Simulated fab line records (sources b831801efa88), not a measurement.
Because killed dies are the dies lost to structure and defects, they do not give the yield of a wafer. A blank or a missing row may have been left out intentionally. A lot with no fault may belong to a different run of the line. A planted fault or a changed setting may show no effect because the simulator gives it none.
Chamber matching -- flow gf180mcu -- GF_CONTACT_ETCH_16 on rieDiel-01 has 4 sister chambers
The step etches BARC in N2/H2. 8 wafers are shown with their chamber, then 12 later ones without.

## WAFERS PAIRED WITH THEIR CHAMBERS
wafer,chamber,drypumpMotorCurrentA (A),chamberPressureMTorr (mTorr)
L084.3,2,4.9,30.004
L084.6,1,5.2,30.023
L085.1,0,5.8,30.022
L086.4,2,4.9,30.010
L086.5,3,5.9,30.003
L091.1,0,5.8,29.995
L091.2,3,6.0,30.021
L091.3,1,5.2,29.969

## WAFERS WITH NO CHAMBER GIVEN
wafer,drypumpMotorCurrentA (A),chamberPressureMTorr (mTorr)
L093.2,5.2,29.976
L093.3,5.8,29.986
L093.6,6.0,30.002
L094.3,6.0,30.003
L094.4,5.8,30.025
L094.6,5.9,29.962
L095.1,6.0,30.000
L095.2,5.8,29.971
L095.3,4.8,30.029
L097.2,6.0,29.992
L097.4,5.2,29.999
L097.6,4.9,30.015

## WHICH CHAMBER EACH ONE RAN IN
wafer,from the rows above,in truth
L093.2,1,1
L093.3,0,0
L093.6,3,3
L094.3,3,3
L094.4,0,0
L094.6,can't be placed: 3 or 0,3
L095.1,3,3
L095.2,0,0
L095.3,2,2
L097.2,3,3
L097.4,1,1
L097.6,2,2
11 of 12 placed correctly. From these rows, 1 cannot be placed; in 1 the true chamber is one of the candidates. Number placed wrongly: 0.
How it was worked out, from the rows above alone: a wafer's distance from a chamber is the root of the sum, over the readings, of the square of ((its reading less the chamber's mean) divided by the reading's scatter). The wafer belongs to the nearest chamber; if the next one is less than 2 further off, it can't be placed. A chamber's mean is the mean of its shown wafers. The scatter: take each reading less its chamber's mean, square it, sum over the shown wafers, divide by the number of wafers less the number of chambers, and take the root.
